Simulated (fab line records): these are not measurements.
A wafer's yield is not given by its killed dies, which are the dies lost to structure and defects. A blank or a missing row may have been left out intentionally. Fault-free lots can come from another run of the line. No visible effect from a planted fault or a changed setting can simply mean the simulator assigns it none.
A lot that was struck, set against a sound lot + flow sky130 + 16 steps out of a route of 708
Sound: these wafers, L611.2, L611.3, L611.6. Wafers L617.3, L617.4, L617.6 were the ones struck. The cause is given at the end.
Per side, at each step with rows, come the tool, then ch with its chambers, and then its first start. Under that, the readings that differ: sound wafers + struck wafers + difference of the means + sigmas: that difference in standard deviations of wafers without a fault.
alike: same words and numbers on both sides, and readings whose means sit less than 2 such deviations apart. not compared: any withheld reading, any reading some wafer has no value for, any bound like >300 that may hide the same value, and any number with overlapping values for which the record gives no deviation.
Wherever a step has rows on one side only, a row that says differs or no value, or a row with sigmas, the two part there. When numbers do not overlap yet have no deviation, they are printed without sigmas and do not part them. Lack of a reading on every wafer of one side parts them only where that side has two or more wafers.

first, 7 steps without rows for these wafers: SKY_METAL3_HMDS_06 (prime time 60 s); SKY_METAL3_COAT_07 (resist thk 60 nm); SKY_METAL3_COAT_08 (resist thk 1140 nm); SKY_METAL3_SOFTBAKE_09 (time 90 s); SKY_METAL3_EXPOSE_10 (exposes mask MM3, target cd 300 nm); SKY_METAL3_PEB_11; SKY_METAL3_DEVELOP_12 (develop time 60 s).
SKY_METAL3_CD_MEAS_13: target cd 300 nm.
  sound on cdSem-01, day 39 22:34; struck on cdSem-02, day 41 10:41
  alike: cdNm
SKY_METAL3_OVL_MEAS_14:
  sound on overlay-01, day 39 22:40; struck on overlay-01, day 41 10:47
  alike: METAL3_OVL
SKY_METAL3_DESCUM_15: chemistry O2, time 8 s.
  sound on rieMetal-01 ch 0,1, day 39 22:42; struck on rieMetal-02 ch 1, day 41 10:50
| reading                  | sound       | struck      | difference | sigmas |
|--------------------------|-------------|-------------|------------|--------|
| drypumpMotorCurrentA (A) | 5.4 5.3 5.9 | 6.3 6.3 6.2 | +0.7       | +2     |
  alike: oesProductAu
  not compared: rfHoursCounterH
SKY_METAL3_ETCH_16: etches BARC in N2/H2, stops on SiO2, time 88.2 s, target depth 60 nm.
  sound on rieMetal-01 ch 0,1, day 39 22:44; struck on rieMetal-02 ch 1, day 41 10:56
| reading                  | sound       | struck      | difference | sigmas |
|--------------------------|-------------|-------------|------------|--------|
| drypumpMotorCurrentA (A) | 5.4 5.4 5.9 | 6.3 6.2 6.3 | +0.7       | +2     |
  alike: biasW, chamberPressureMTorr, oesProductAu, throttleValvePct
  not compared: rfHoursCounterH
SKY_METAL3_ETCH_17: etches SiO2 in C4F8/O2/Ar, stops on TiN, time 3.9 s, target depth 15 nm.
  sound on rieDiel-02 ch 0,1,2, day 39 22:50; struck on rieDiel-03 ch 1,2,3, day 41 11:04
  alike: biasW, chamberPressureMTorr, oesProductAu
  not compared: rfHoursCounterH
SKY_METAL3_METAL_ETCH_18: etches the open film in Cl2/BCl3, stops on SiO2, target depth 845 nm, time 183.1 s.
  sound on rieMetal-04 ch 0,1, day 39 22:51; struck on rieMetal-04 ch 0,1, day 41 11:10
  no value came back on the struck wafers for any of 5 readings (bcl3FlowSccm (sccm), biasW (W) and others); on the sound wafers bcl3FlowSccm (sccm) reads 30.00 30.01 29.96
| reading                                      | sound             | struck            | difference | sigmas |
|----------------------------------------------|-------------------|-------------------|------------|--------|
| model.KrF-thick_of_METAL3_COAT_08.thkNm (nm) | 525.4 522.9 515.4 | 1071 1069 1072    | +549       |        |
| model.SiO2_of_VIA2_HDPCVD_00.thkNm (nm)      | 463.3 464.7 465.2 | 491.2 492.2 491.5 | +27.2      |        |
| model.METAL3.cdNm (nm)                       | 303.2 307.9 309.2 | 299.1 298.5 300   | -7.6       |        |
  not compared: rfHoursCounterH
SKY_METAL3_STRIP_19: strips in O2/N2.
  sound on plasmaAsher-02 ch 0, day 39 23:02; struck on plasmaAsher-02 ch 0,1, day 41 11:21
| reading                  | sound             | struck            | difference | sigmas |
|--------------------------|-------------------|-------------------|------------|--------|
| oesProductAu (a.u.)      | 0.503 0.498 0.490 | 0.715 0.721 0.713 | +0.219     | +43    |
| stripTimeToEndpointS (s) | 6.49 6.48 6.43    | 11.80 11.80 11.82 | +5.34      | +73    |
  alike: drypumpMotorCurrentA
  not compared: rfHoursCounterH
then, 1 step without rows for these wafers: SKY_METAL3_STRIP_20 (strips in post etch residue remover, time 1200 s).
-- the record jumps here: 7 days lie between the struck wafers' starts before and after (it left off in module METAL3 and takes up again in module PAD_OPEN, whose first step shown is number 708 of the route) --
SKY_PAD_OPEN_PROBE_99:
  only the struck wafers here have rows in the record (prober-02, day 48 09:49); the sound ones have none

WHERE THEY PART
At SKY_METAL3_DESCUM_15 first; at SKY_PAD_OPEN_PROBE_99 last (within this record only).

WHY: the cause the simulator had injected
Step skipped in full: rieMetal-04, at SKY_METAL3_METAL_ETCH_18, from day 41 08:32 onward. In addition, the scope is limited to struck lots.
